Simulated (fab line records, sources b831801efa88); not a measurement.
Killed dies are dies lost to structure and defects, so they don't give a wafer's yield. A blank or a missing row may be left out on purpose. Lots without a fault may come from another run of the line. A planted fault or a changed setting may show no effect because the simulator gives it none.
Which tool did it? | flow gf180mcu | 24 lots, 72 wafers sampled, at 1 step of a route of 602

WHAT THE GAUGES READ, wafer by wafer
GF_STI_BOW_MEAS_00. Usual: INCOMING_BOW 0 um, standard deviation 6.2.
lot  | measured    | on            | INCOMING_BOW (um) | flag
L074 | day 1 10:00 | film_metro-01 | 6 8 6             |
L075 | day 1 15:00 | film_metro-02 | 2 -7 0            |
L076 | day 1 20:00 | film_metro-02 | 6 1 -6            |
L077 | day 2 01:00 | film_metro-04 | 6 10 -1           |
L078 | day 2 06:02 | film_metro-01 | 10 -1 4           |
L079 | day 2 11:02 | film_metro-04 | -2 -4 5           |
L080 | day 2 16:04 | film_metro-04 | -10 -5 5          |
L081 | day 2 21:00 | film_metro-04 | 2 -1 0            |
L082 | day 3 02:02 | film_metro-04 | 5 7 1             |
L083 | day 3 07:00 | film_metro-01 | -3 -6 -4          |
L084 | day 3 12:00 | film_metro-02 | 0 -7 -3           |
L085 | day 3 17:00 | film_metro-04 | 4 4 0             |
L086 | day 3 22:00 | film_metro-01 | -1 -6 -7          |
L087 | day 4 03:00 | film_metro-01 | 2 2 -9            |
L088 | day 4 08:01 | film_metro-02 | -4 9 -4           |
L089 | day 4 13:02 | film_metro-01 | -1 -3 -10         |
L090 | day 4 18:02 | film_metro-01 | -3 -2 3           |
L091 | day 4 23:01 | film_metro-04 | 9 -8 -2           |
L092 | day 5 04:00 | film_metro-02 | 0 4 -1            |
L093 | day 5 09:00 | film_metro-02 | 4 -17 6           |
L094 | day 5 14:00 | film_metro-02 | 7 3 -6            |
L095 | day 5 19:00 | film_metro-02 | 8 2 10            |
L096 | day 6 00:00 | film_metro-01 | -5 6 -15          |
L097 | day 6 05:00 | film_metro-04 | 5 -5 -2           |

WHICH TOOL RAN EACH LOT (tool, then ch and the chambers of the sampled wafers, then the start)
The record holds no process step before these readings.

WHAT THE TOOLS THEMSELVES READ (means of the sampled wafers that have a number; where no wafer has one, the mark that the record gives instead)
The record holds no such reading with a usual standard deviation.

THE ANSWER, worked out from the rows above alone
Rule: a lot is off if the mean of its wafers that have a number lies more than 3 standard deviations from the usual mean. A lot without any number at a reading at which 4 lots or more have one is off too. The other lots that the step has rows for count as sound. The gauges are gone through in route order, then the tools' own readings, and for those a lot's mean is taken as printed above. The first step at which some lot is off is used, and at that step the reading that is off furthest; a lot without a number counts as furthest.
No lot is off at any reading shown: from this, nothing can be told.

WHAT THE SIMULATOR HAD PUT IN
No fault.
